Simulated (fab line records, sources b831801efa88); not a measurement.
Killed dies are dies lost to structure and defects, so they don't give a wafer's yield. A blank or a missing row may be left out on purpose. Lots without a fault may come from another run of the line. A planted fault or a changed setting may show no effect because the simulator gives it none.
Which tool did it? | flow gf180mcu | 6 lots, 18 wafers sampled, at 2 steps of a route of 602

WHAT THE GAUGES READ, wafer by wafer
GF_MVSD_OVL_MEAS_07.
lot  | measured    | on         | MVSD_OVL (nm)
L263 | day 4 19:16 | overlay-01 | -1.4 -0.7 -0.6
L271 | day 6 18:37 | overlay-01 | - - -
L276 | day 7 19:14 | overlay-02 | -2.4 -2.6 -2.5
L278 | day 8 06:29 | overlay-02 | -1.7 -2.2 -0.3
L282 | day 9 05:50 | overlay-01 | 0.0 0.0 0.1
L285 | day 9 22:48 | overlay-02 | 1.9 2.1 1.4

WHICH TOOL RAN EACH LOT (tool, then ch and the chambers of the sampled wafers, then the start)
lot  | GF_MVSD_EXPOSE_04
L263 | iline_stepper-02 ch 0, day 4 12:41
L271 | iline_stepper-01 ch 0, day 6 11:07
L276 | iline_stepper-02 ch 0, day 7 11:20
L278 | iline_stepper-01 ch 0, day 7 22:24
L282 | iline_stepper-02 ch 0, day 8 21:47
L285 | iline_stepper-01 ch 0, day 9 14:37
- GF_MVSD_EXPOSE_04: exposes mask MVSD, target cd 1000 nm.

THE ANSWER, worked out from the rows above alone
Rule: what is usual is taken from the lots themselves. Put in order of their means at a reading, lots are off if they are a third of the lots or fewer, leave a main group of 4 or more, and stand apart from it by a gap of 3 or more times the standard deviation of the main group's means; of several such gaps the widest counts. A main group whose means are all the same, to the digits that the tables above print for the reading, isn't used. A lot without any number at a reading at which 4 lots or more have one is off too. The other lots that the step has rows for count as sound.
Off: L271, at GF_MVSD_OVL_MEAS_07 (MVSD_OVL). Without a number there: L271. The main group: mean -0.6 nm, standard deviation 1.4.
A tool fits if, at a process step before that reading, it ran every lot that is off, and no sound lot after the first of them. The gauges at GF_MVSD_OVL_MEAS_07 are tried like those tools. None of those tried fits.

WHAT THE SIMULATOR HAD PUT IN
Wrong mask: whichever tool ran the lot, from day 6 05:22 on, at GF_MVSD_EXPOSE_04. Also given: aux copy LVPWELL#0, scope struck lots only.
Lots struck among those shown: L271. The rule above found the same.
